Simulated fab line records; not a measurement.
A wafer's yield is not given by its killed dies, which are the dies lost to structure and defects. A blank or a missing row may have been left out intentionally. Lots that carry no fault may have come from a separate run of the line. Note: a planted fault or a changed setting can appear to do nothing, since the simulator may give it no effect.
Split-lot study ; flow sky130 ; 5 lots, 23 wafers read, on a route of 708 steps

## THE SPLIT
At SKY_SONOS_TUNNEL_IMPLANT_09, the setting energyKev was moved away from the recipe's 20 on 10 of the 23 wafers read, by -5.6% to +4.7%. This setting was run at the recipe's value on the other wafers.

Reading taken at the split's own step.

## THE READING
In nm, at SKY_SONOS_TUNNEL_IMPLANT_09: implant.drpNm, which is the simulator's own figure and was read by no gauge. There is no usual value for it anywhere in the file.

wafer;tool, chamber at the split;energyKev as run;against the recipe;implant.drpNm, nm;against lot-mates on the recipe
L074.1;implanter-02, 0;20;recipe;28.34;-
L074.5;implanter-02, 0;20;recipe;28.34;-
L074.6;implanter-02, 0;20;recipe;28.34;-
L074.2;implanter-02, 0;18.88;-5.6%;27.21;-1.13
L074.3;implanter-02, 0;18.88;-5.6%;27.21;-1.13
L077.1;implanter-02, 0;20;recipe;28.34;-
L077.2;implanter-02, 0;20;recipe;28.34;-
L077.5;implanter-02, 0;20;recipe;28.34;-
L077.3;implanter-02, 0;19.18;-4.1%;27.52;-0.82
L077.4;implanter-02, 0;19.18;-4.1%;27.52;-0.82
L079.2;implanter-02, 0;20.94;+4.7%;29.39;+1.05
L079.3;implanter-02, 0;20.94;+4.7%;29.39;+1.05
L079.5;implanter-02, 0;20.94;+4.7%;29.39;+1.05
L079.4;implanter-02, 0;20;recipe;28.34;-
L079.6;implanter-02, 0;20;recipe;28.34;-
L080.1;implanter-04, 0;19.63;-1.9%;27.97;-0.37
L080.2;implanter-04, 0;19.63;-1.9%;27.97;-0.37
L080.4;implanter-04, 0;19.63;-1.9%;27.97;-0.37
L080.3;implanter-04, 0;20;recipe;28.34;-
L080.5;implanter-04, 0;20;recipe;28.34;-
L082.4;implanter-02, 0;20;recipe;28.34;-
L082.5;implanter-02, 0;20;recipe;28.34;-
L082.6;implanter-02, 0;20;recipe;28.34;-

THE FIT
A straight line over all 23 wafers: implant.drpNm changes by +0.211 nm for each +1% of energyKev; r = +1.00; the points scatter about the line by 0.025 nm.
The same after taking each lot's own level away (the mean of its wafers on the recipe; 23 wafers): +0.211 nm for each +1%; r = +1.00; scatter 0.025 nm.
The reading moves by 1.2 nm for the largest change in energyKev, on that fit.
The lots' own levels span 28.340 to 28.340 nm.
So the lot-to-lot level changes the slope little: the two slopes agree.
Check: -1.17 nm against its lot-mates is what the line predicts for one of the wafers moved furthest among these (-5.6%) when that wafer is left out of the fit. It came out at -1.13 nm against them.

## FURTHER SPLITS ON THESE WAFERS
Note: prior to the reading, these wafers also went through further splits. Each is held against what the fit with the lots' levels taken away leaves over:
other split on the same wafers;wafers away from the commonest value;r with implant.drpNm (lot level and that fit taken away)
SKY_VT_ADJUST_HVTP_SOFTBAKE_03 tempC;10;-0.03
SKY_VT_ADJUST_LVTN_IMPLANT_08 energyKev;11;-0.51
SKY_VT_ADJUST_HVTR_STRIP_10 powerW;7;+0.13
SKY_SONOS_TUNNEL_COAT_02 spinRpm;8;+0.13

## THE WHOLE CHAIN: every reading that the file lists as answering this split, in the file's order
step;what it does;reading;change (the file's fit);r (the file's)
SKY_SONOS_TUNNEL_IMPLANT_09;;implant.rpNm (the simulator's own value, which no gauge read);+0.652 nm for each +1% of the setting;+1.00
SKY_SONOS_TUNNEL_IMPLANT_09;;implant.drpNm (the simulator's own value, which no gauge read);+0.207 nm for each +1% of the setting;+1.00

## FILE'S OWN FIT
implant.drpNm changes by +0.207 nm for each +1% of energyKev, r = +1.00.
